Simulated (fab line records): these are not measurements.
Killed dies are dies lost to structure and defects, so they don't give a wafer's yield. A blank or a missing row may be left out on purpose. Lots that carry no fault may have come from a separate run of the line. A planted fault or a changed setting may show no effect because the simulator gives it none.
One fault seen from 2 desks + flow sky130 + only its own numbers are on each desk; what lay behind them is given at the end

TOOL OWNER'S DESK, implanter-02
SKY_RES_XHIGH_IMPLANT_07, tool's own readings: per-lot mean of the sampled wafers with a number, covering each lot this tool ran. Any lot whose mean is over 4 standard deviations away from the usual mean is out of limits and marked OUT; that distance is given in the brackets.
Columns: A = beamOnS at SKY_RES_XHIGH_IMPLANT_07, usual 37.6 s; B = doseIonsCm2 at SKY_RES_XHIGH_IMPLANT_07, usual 3.6e+14; C = faradayCurrentUA at SKY_RES_XHIGH_IMPLANT_07, usual 541
| lot  | first seen here | A               | B                         | C   |
|------|-----------------|-----------------|---------------------------|-----|
| L794 | day 26 19:51    | 35.8            | 3.6e+14                   | 567 |
| L801 | day 29 10:43    | 22.7 (-7.5) OUT | 2.3e+14 (-99 or more) OUT | 573 |
| L802 | day 29 15:41    | 22.9 (-7.4) OUT | 2.3e+14 (-99 or more) OUT | 570 |
| L812 | day 33 00:22    | 35.1            | 3.6e+14                   | 578 |
| L816 | day 34 02:32    | 35.8            | 3.6e+14                   | 568 |
This desk's verdict: out of limits on L801, L802, starting with L801 at day 29 10:43 (beamOnS at SKY_RES_XHIGH_IMPLANT_07). Within limits: L794, L812, L816.

METROLOGY DESK
Means of the sampled wafers that have a number, per lot and without regard to the tool the lot ran on: this is what the gauges read. Any lot whose mean is over 4 standard deviations away from the usual mean is out of limits and marked OUT; that distance is given in the brackets.
Columns: A = RES_XHIGH_TW at SKY_RES_XHIGH_TW_MEAS_09, usual 1656; B = RES_XHIGH_RS at SKY_SD_N_RS_MEAS_18, usual 332.8 ohm/sq
| lot  | first seen here | A              | B                       |
|------|-----------------|----------------|-------------------------|
| L793 | day 26 06:07    | 1653           | 331.6                   |
| L794 | day 26 20:06    | 1659           | 330.3                   |
| L801 | day 29 10:58    | 1455 (-21) OUT | 476.4 (+99 or more) OUT |
| L802 | day 29 15:55    | 1452 (-22) OUT | 476.0 (+99 or more) OUT |
| L805 | day 30 12:07    | 1646           | 333.9                   |
| L809 | day 32 03:40    | 1634           | 333.1                   |
| L810 | day 32 04:52    | 1664           | 333.8                   |
| L811 | day 32 09:53    | 1662           | 332.8                   |
| L812 | day 33 00:36    | 1657           | 333.2                   |
| L813 | day 33 04:37    | 1653           | 333.7                   |
| L814 | day 33 05:20    | 1652           | 332.1                   |
| L815 | day 33 18:13    | 1648           | 334.6                   |
| L816 | day 34 02:46    | 1660           | 331.7                   |
This desk's finding: out of limits on L801, L802; first on L801, day 29 10:58 (RES_XHIGH_TW at SKY_RES_XHIGH_TW_MEAS_09). Within limits: L793, L794, L805, L809, L810, L811, L812, L813, L814, L815, L816.

PUT TOGETHER
At day 29 10:43, on L801, L802, the tool owner's desk was in a position to raise an alarm.
L801, L802 would have let the metrology desk raise an alarm at day 29 10:58.
Every lot named ran SKY_RES_XHIGH_IMPLANT_07 on implanter-02.

WHAT THE SIMULATOR HAD INSERTED
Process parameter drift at SKY_RES_XHIGH_IMPLANT_07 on implanter-02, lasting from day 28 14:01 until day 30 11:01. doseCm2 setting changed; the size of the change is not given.
Shown lots that were struck: L801, L802.
Time in hours from fault onset to the first out-of-limits reading at each desk: tool owner's desk 21, metrology desk 21.
